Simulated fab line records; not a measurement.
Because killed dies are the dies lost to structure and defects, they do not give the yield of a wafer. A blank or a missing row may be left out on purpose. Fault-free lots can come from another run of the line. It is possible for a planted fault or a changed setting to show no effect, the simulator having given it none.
fab line records	flow sky130
record: lots: 6	wafers: 18	last-day: 50
route steps=708 shown FIELD_ISO@3
lots that met no fault: taken from a fault-free run of the same line
start-h: hours from the record's first day to the start of the lot's first wafer shown	wait-h: hours since the lot's step before	" identical to the entry in the row above	L1.1+2: several wafers, shown together as one row	- no value, or no start was given	* or withheld: withheld	< > ~ a bound
route shown NAME@n: a module of which the file shows steps, and the number in the route of the first	usual: mean/standard deviation taken from wafers without a fault	same: alike in all rows	chamber/n: place in a boat	sites: the reading at each site	_std_site: their standard deviation	_edge_site: outer sites' mean less inner sites'	radius-mm: for every site, how far away it sits from the centre of the wafer	mask NAME#n: copy n	behind: the tool/chamber that last shaped the wafer	hold: why the lot went on hold/how many hours it stayed there/how the hold came to an end	device: which transistor (n, p or np) failed to switch	end of line: the route-end tests of the same wafers	a step given without rows: its recipe and nothing more	killed: at the first sort, the dies lost to defects and structure; wafer yield is something else	map: shows each die of a wafer: x if killed, . if not, _ if none is there
set.NAME: the run value of the setting; set.NAME@STEP: its run value at that earlier step	model.NAME: the simulator's own value behind a step, which no gauge read
lots seen at some steps along the route; tables by step, rows by wafer
services: when a tool's chamber went out of use (start-h, in hours from the record's first day, below 0 if earlier), for how many hours, and the reason
== steps ==
step: SKY_FIELD_ISO_THK_MEAS_02
recipe: reads: SiO2_of_FIELD_ISO_OXIDATION_01
usual: FIELD_ISO_OXIDATION_00_THK: 11.99/0.17
lot.wafer	tool	chamber	start-h	wait-h	FIELD_ISO_OXIDATION_00_THK[nm]
L724.1	film-metro-02	-	12.62	0.0	12.04
L724.3	"	-	"	"	11.91
L724.6	"	-	"	"	11.75
L727.2	film-metro-04	-	26.90	0.0	12.05
L727.5	"	-	"	"	11.93
L727.6	"	-	"	"	11.99
L735.4	film-metro-01	-	66.66	0.0	11.98
L735.5	"	-	"	"	12.18
L735.6	"	-	"	"	11.94
L736.2	film-metro-01	-	71.64	0.0	11.82
L736.5	"	-	"	"	12.16
L736.6	"	-	"	"	11.95
L741.1	film-metro-04	-	97.59	0.0	12.25
L741.3	"	-	"	"	12.09
L741.5	"	-	"	"	11.95
L747.2	film-metro-01	-	128.08	0.0	12.10
L747.5	"	-	"	"	11.97
L747.6	"	-	"	"	11.93
step: SKY_FIELD_ISO_CVD_03
recipe: material: Si3N4	precursor: DCS/NH3	target-thk-nm: 165	temp-c: 770	time-s: 2830	pressure-mtorr: 250
step: SKY_FIELD_ISO_THK_MEAS_04
recipe: reads: Si3N4_of_FIELD_ISO_CVD_03
usual: FIELD_ISO_CVD_03_THK: 164.8/1.7
lot.wafer	tool	chamber	start-h	wait-h	FIELD_ISO_CVD_03_THK[nm]
L724.1	film-metro-01	-	15.68	0.0	164.0
L724.3	"	-	"	"	163.9
L724.6	"	-	"	"	164.8
L727.2	film-metro-01	-	28.74	0.0	164.0
L727.5	"	-	"	"	164.4
L727.6	"	-	"	"	164.9
L735.4	film-metro-04	-	69.11	0.0	166.8
L735.5	"	-	"	"	166.1
L735.6	"	-	"	"	165.3
L736.2	film-metro-01	-	74.01	0.0	162.4
L736.5	"	-	"	"	163.4
L736.6	"	-	"	"	163.5
L741.1	film-metro-01	-	101.82	0.0	166.7
L741.3	"	-	"	"	166.3
L741.5	"	-	"	"	167.4
L747.2	film-metro-01	-	130.50	0.0	165.1
L747.5	"	-	"	"	164.8
L747.6	"	-	"	"	163.6
step: SKY_FIELD_ISO_DEHYDRATE_05
recipe: temp-c: 200	time-s: 60
step: SKY_FIELD_ISO_HMDS_06
recipe: prime-time-s: 60	prime-temp-c: 120
step: SKY_FIELD_ISO_COAT_07
recipe: resist: BARC	temp-c: withheld	time-s: withheld	spin-rpm: 3000	resist-thk-nm: 60
step: SKY_FIELD_ISO_COAT_08
recipe: resist: KrF-thick	spin-rpm: 3000	resist-thk-nm: 450
step: SKY_FIELD_ISO_SOFTBAKE_09
recipe: temp-c: 100	time-s: 90	resist: KrF-thick
step: SKY_FIELD_ISO_EXPOSE_10
recipe: mask-id: FOM	na: 0.68	source-shape: annular	sigma-inner: 0.4	sigma-outer: 0.8	target-cd-nm: 150	dose-mj: 28
step: SKY_FIELD_ISO_PEB_11
recipe: peb-temp-c: withheld	peb-time-s: withheld	resist: KrF-thick
step: SKY_FIELD_ISO_DEVELOP_12
recipe: develop-time-s: 60	resist: KrF-thick	dev-temp-c: 21
step: SKY_FIELD_ISO_CD_MEAS_13
recipe: target-cd-nm: 150
usual: cd-nm: 149.9/1.7
lot.wafer	tool	chamber	start-h	wait-h	cd-nm
L724.1	cd-sem-02	-	30.44	-	147.0
L724.3	"	-	"	"	143.7
L724.6	"	-	"	"	147.7
L727.2	cd-sem-02	-	43.86	-	149.4
L727.5	"	-	"	"	149.1
L727.6	"	-	"	"	150.1
L735.4	cd-sem-01	-	86.40	-	150.6
L735.5	"	-	"	"	149.6
L735.6	"	-	"	"	150.0
L736.2	cd-sem-02	-	90.96	-	149.2
L736.5	"	-	"	"	149.3
L736.6	"	-	"	"	151.0
L741.1	cd-sem-01	-	120.14	-	151.1
L741.3	"	-	"	"	151.8
L741.5	"	-	"	"	150.4
L747.2	cd-sem-02	-	150.70	-	149.8
L747.5	"	-	"	"	149.4
L747.6	"	-	"	"	149.0
step: SKY_FIELD_ISO_ETCH_14
recipe: chemistry: N2/H2	target: BARC	ion-energy-ev: 200	source-w: 500	bias-w: 100	pressure-mtorr: 30	n2-flow-sccm: 100	h2-flow-sccm: 200	stop-on: SiO2	time-s: 45.9	target-depth-a: 600
usual: drypump-motor-current-A: 5.8/0.31	oes-product-au: 0.856/0.005	run-length-s: 73.9/0.39	throttle-valve-pct: 13.225/0.0094
lot.wafer	tool	chamber	start-h	wait-h	drypump-motor-current-A	oes-product-au	rf-hours-counter-h	run-length-s	throttle-valve-pct	model.KrF-thick_of_FIELD_ISO_COAT_08.thk-nm	model.etch.depth-nm	model.FIELD_ISO.cd-nm
L724.1	rie-diel-02	2	30.56	0.1	5.3	0.853	53	74.2	13.236	393.9	60.04	147.8
L724.3	"	0	"	"	5.4	0.862	172	74.6	13.227	392.3	60.13	144.1
L724.6	"	1	"	"	5.8	0.852	-	73.8	13.215	391.3	59.96	146.9
L727.2	rie-diel-01	3	43.96	0.1	6.1	0.858	171	74.3	13.214	389.6	60	149.2
L727.5	"	2	"	"	5.8	0.851	-	73.8	13.242	390.7	60.06	149.6
L727.6	"	1	"	"	6.2	0.850	-	73.9	13.228	391.6	59.74	149.3
L735.4	rie-diel-01	1	86.48	0.1	6.2	1.000	-	52.8	13.222	413.1	42	153.7
L735.5	"	0	"	"	5.6	1.003	-	52.7	13.242	412.1	43.06	153.3
L735.6	"	2	"	"	5.8	1.002	-	52.7	13.253	412.6	42.68	153.2
L736.2	rie-diel-01	1	91.06	0.1	6.1	0.992	49	52.5	13.229	415.1	41.62	152.3
L736.5	"	2	"	"	5.9	0.995	-	52.4	13.261	413.1	41.73	152.1
L736.6	"	0	"	"	5.6	1.011	-	53.0	13.245	416.4	42.12	154.7
L741.1	rie-diel-03	1	120.26	0.1	5.8	0.843	144	73.9	13.220	393.2	59.74	151.2
L741.3	"	0	"	"	6.1	0.848	127	73.4	13.220	391.9	59.74	152.5
L741.5	"	2	"	"	5.2	0.857	-	74.2	13.238	393.5	59.64	149.7
L747.2	rie-diel-03	2	150.80	0.1	5.2	0.859	77	74.1	13.237	393.4	60.16	149.5
L747.5	"	1	"	"	5.8	0.856	-	74.0	13.222	395.4	60.24	149.7
L747.6	"	0	"	"	6.1	0.859	-	73.2	13.224	394.8	60.23	149.7
step: SKY_FIELD_ISO_ETCH_15
recipe: chemistry: CHF3/O2	target-depth-nm: 180	stop-on: Si	source-w: 600	bias-w: 200	pressure-mtorr: 40	chf3-flow-sccm: 50	O2_flow_sccm: 5	time-s: 72
usual: drypump-motor-current-A: 5.8/0.31	oes-product-au: 0.945/0.0069	run-length-s: 100.1/0.37	throttle-valve-pct: 8.844/0.0094
same: time-s: 72
lot.wafer	tool	chamber	start-h	wait-h	drypump-motor-current-A	oes-product-au	rf-hours-counter-h	run-length-s	throttle-valve-pct	model.KrF-thick_of_FIELD_ISO_COAT_08.thk-nm
L724.1	rie-diel-02	2	30.60	0.0	5.3	0.938	53	100.8	8.854	241.4
L724.3	"	0	"	"	5.4	0.941	172	100.4	8.848	234.9
L724.6	"	1	"	"	5.8	0.945	-	100.1	8.837	234
L727.2	rie-diel-01	3	44.00	0.0	6.1	0.942	171	100.2	8.837	230.7
L727.5	"	2	"	"	5.9	0.939	-	99.9	8.844	232.9
L727.6	"	1	"	"	6.1	0.946	-	100.2	8.828	235.5
L735.4	rie-diel-01	1	86.53	0.0	6.1	0.369	-	99.7	8.673	257.8
L735.5	"	0	"	"	5.6	0.376	-	99.7	8.652	252.9
L735.6	"	2	"	"	5.9	0.376	-	100.1	8.685	256.4
L736.2	rie-diel-01	1	91.10	0.0	6.1	0.375	49	100.2	8.659	259.8
L736.5	"	2	"	"	5.8	0.380	-	99.7	8.660	256.3
L736.6	"	0	"	"	5.6	0.371	-	99.7	8.676	256.5
L741.1	rie-diel-03	1	120.30	0.0	5.8	0.956	144	99.7	8.842	240.9
L741.3	"	0	"	"	6.1	0.942	127	99.4	8.861	235.6
L741.5	"	2	"	"	5.1	0.956	-	100.1	8.839	238.7
L747.2	rie-diel-03	2	150.84	0.0	5.1	0.948	77	100.2	8.850	236.7
L747.5	"	1	"	"	5.8	0.942	-	99.7	8.839	243.7
L747.6	"	0	"	"	6.1	0.943	-	99.9	8.830	237.7
step: SKY_FIELD_ISO_STRIP_16
recipe: chemistry: O2/N2	power-w: 1400	pressure-mtorr: 1500	platen-temp-c: withheld	o2-flow-sccm: 3000	n2-flow-sccm: 300	overash-fraction: 0.5
usual: drypump-motor-current-A: 5.7/0.54	oes-product-au: 0.377/0.0048	strip-time-to-endpoint-s: 3.54/0.033
same: overash-fraction: 0.5
lot.wafer	tool	chamber	start-h	wait-h	drypump-motor-current-A	oes-product-au	rf-hours-counter-h	strip-time-to-endpoint-s
L724.1	plasma-asher-03	1	30.65	0.0	5.5	0.385	35	3.60
L724.3	"	1	"	"	5.5	0.378	-	3.54
L724.6	"	0	"	"	5.6	0.377	-	3.52
L727.2	plasma-asher-03	1	44.05	0.0	5.5	0.377	36	3.49
L727.5	"	1	"	"	5.5	0.378	-	3.50
L727.6	"	0	"	"	5.6	0.380	-	3.54
L735.4	plasma-asher-03	1	86.59	0.0	5.5	0.393	-	3.77
L735.5	"	0	"	"	5.6	0.383	-	3.74
L735.6	"	1	"	"	5.5	0.385	-	3.76
L736.2	plasma-asher-04	0	91.15	0.0	4.7	0.390	26	3.79
L736.5	"	0	"	"	4.7	0.386	-	3.75
L736.6	"	1	"	"	5.4	0.386	-	3.76
L741.1	plasma-asher-04	1	120.36	0.0	5.4	0.375	30	3.60
L741.3	"	0	"	"	4.7	0.377	-	3.54
L741.5	"	1	"	"	5.4	0.372	-	3.55
L747.2	plasma-asher-03	0	150.90	0.0	5.6	0.385	3	3.55
L747.5	"	0	"	"	5.6	0.387	-	3.63
L747.6	"	1	"	"	5.5	0.376	-	3.57
step: SKY_FIELD_ISO_ETCH_17
recipe: target-depth-a: 3420	mask-material: Si3N4	chemistry: HBr/Cl2/O2	target: Si	taper-deg: 5	icp-w: 600	bias-w: 150	pressure-mtorr: 15	HBr_flow_sccm: 150	Cl2_flow_sccm: 40	O2_flow_sccm: 6	time-s: 97.7
usual: drypump-motor-current-A: 5.7/0.41	oes-product-au: 1.003/0.011	run-length-s: 125.7/0.42	throttle-valve-pct: 25.655/0.011
same: time-s: 97.7
lot.wafer	tool	chamber	start-h	wait-h	drypump-motor-current-A	oes-product-au	rf-hours-counter-h	run-length-s	throttle-valve-pct	model.FIELD_ISO.cd-nm
L724.1	rie-si-01	2	30.75	0.1	5.7	1.006	2	125.9	25.652	148.7
L724.3	"	0	"	"	4.9	0.990	4	125.2	25.657	145.4
L724.6	"	3	"	"	5.6	0.975	-	126.0	25.675	146.7
L727.2	rie-si-01	1	44.15	0.1	6.5	0.999	106	125.2	25.650	151
L727.5	"	0	"	"	4.9	1.002	-	125.0	25.652	150.3
L727.6	"	1	"	"	6.5	0.987	-	125.1	25.657	147.3
L735.4	rie-si-01	2	86.66	0.0	5.7	1.008	2	126.7	25.660	150.7
L735.5	"	1	"	"	6.4	1.004	-	125.4	25.661	151.8
L735.6	"	2	"	"	5.6	1.011	-	126.0	25.659	152
L736.2	rie-si-02	3	91.25	0.1	5.6	1.006	51	125.5	25.645	150.5
L736.5	"	1	"	"	5.9	0.995	-	126.6	25.650	151.6
L736.6	"	0	"	"	5.8	1.001	-	125.6	25.654	154.6
L741.1	rie-si-02	2	120.46	0.1	5.3	1.018	3	125.5	25.644	151.6
L741.3	"	0	"	"	5.8	1.014	105	125.5	25.657	151.7
L741.5	"	1	"	"	6.0	1.002	-	126.6	25.651	149.9
L747.2	rie-si-01	1	151.00	0.1	6.5	0.994	107	125.1	25.665	149.3
L747.5	"	2	"	"	5.6	1.022	-	125.8	25.656	150.1
L747.6	"	3	"	"	5.6	0.989	-	126.0	25.666	149.9
step: SKY_FIELD_ISO_WET_ETCH_18
recipe: chemistry: H3PO4	target-depth-nm: 25	temp-c: 160	target: Si3N4	time-s: 286
== services ==
tool	chamber	start-h	hours	kind
rie-diel-01	1	28.83	11.3	repair
rie-si-02	1	37.02	3.1	repair
plasma-asher-04	-	37.33	2.8	pm
rie-diel-02	2	38.08	1.4	repair
rie-diel-02	0	59.48	-	clean
rie-diel-02	0	59.48	24.2	scheduled-down
rie-diel-02	0	59.48	24.2	vent-cycle
rie-diel-01	3	60.97	-	clean
rie-diel-01	3	60.97	32.8	scheduled-down
rie-diel-01	3	60.97	32.8	vent-cycle
rie-diel-03	2	62.41	2.3	repair
rie-diel-02	3	64.67	82.6	repair
rie-si-01	-	70.22	15.6	pm
rie-diel-02	1	91.40	29.9	repair
plasma-asher-03	-	92.59	10.3	repair
plasma-asher-03	-	108.75	9.0	pm
plasma-asher-03	0	108.75	9.0	vent-cycle
plasma-asher-03	1	108.75	9.0	vent-cycle
plasma-asher-03	0	117.75	-	clean
plasma-asher-03	1	117.75	-	clean
rie-diel-03	3	143.23	4.7	repair
== key ==
first-sign: step: SKY_FIELD_ISO_ETCH_14	reading: run-length-s	direction: down	sigmas: 55	usual: *	struck: *
effect: step: SKY_FIELD_ISO_ETCH_14	reading: oes-product-au	direction: up	sigmas: 29	usual: 0.856	struck: 1.000
effect: step: SKY_FIELD_ISO_ETCH_15	reading: oes-product-au	direction: down	sigmas: 83	usual: 0.945	struck: 0.375
effect: step: SKY_FIELD_ISO_STRIP_16	reading: strip-time-to-endpoint-s	direction: up	sigmas: 6.5	usual: *	struck: *
model-effect: step: SKY_FIELD_ISO_ETCH_14	value: KrF-thick_of_FIELD_ISO_COAT_08.thk-nm	without: 393.8	struck: 413.8
model-effect: step: SKY_FIELD_ISO_ETCH_15	value: KrF-thick_of_FIELD_ISO_COAT_08.thk-nm	without: 236.7	struck: 256.6
model-effect: step: SKY_FIELD_ISO_ETCH_17	value: FIELD_ISO.cd-nm	without: 147.9	struck: 151.9
met-at SKY_FIELD_ISO_ETCH_14
struck-wafers L735.4,L735.5,L735.6,L736.2,L736.5,L736.6
later-rows-left-out L735.4,L735.5,L735.6,L736.2,L736.5,L736.6
sort-left-out L735.4,L735.5,L735.6,L736.2,L736.5,L736.6
tester-left-out L735,L736
onset-between 43.96 86.48
fault: kind: process-parameter-drift	tool: rie-diel-01	chamber: -	onset-h: 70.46	steps: SKY_FIELD_ISO_ETCH_14	channel: time-s	offset: *	shape: step	end-h: 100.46	acts-in: *	stated: *
tester-left-out: of these lots the tester's yield and bins aren't shown, on N5 and GAA mostly nor the transistor test; their killed dies are dies lost to structure and defects alone, not to doping, threshold or leakage, so they don't give the yield
sort-left-out: the simulated sort isn't trusted on such a fault, so these wafers' sort isn't shown, and their yield isn't known
later-rows-left-out: the simulator's readings of these wafers behind a module that went badly wrong aren't trusted and aren't shown, but for the sort
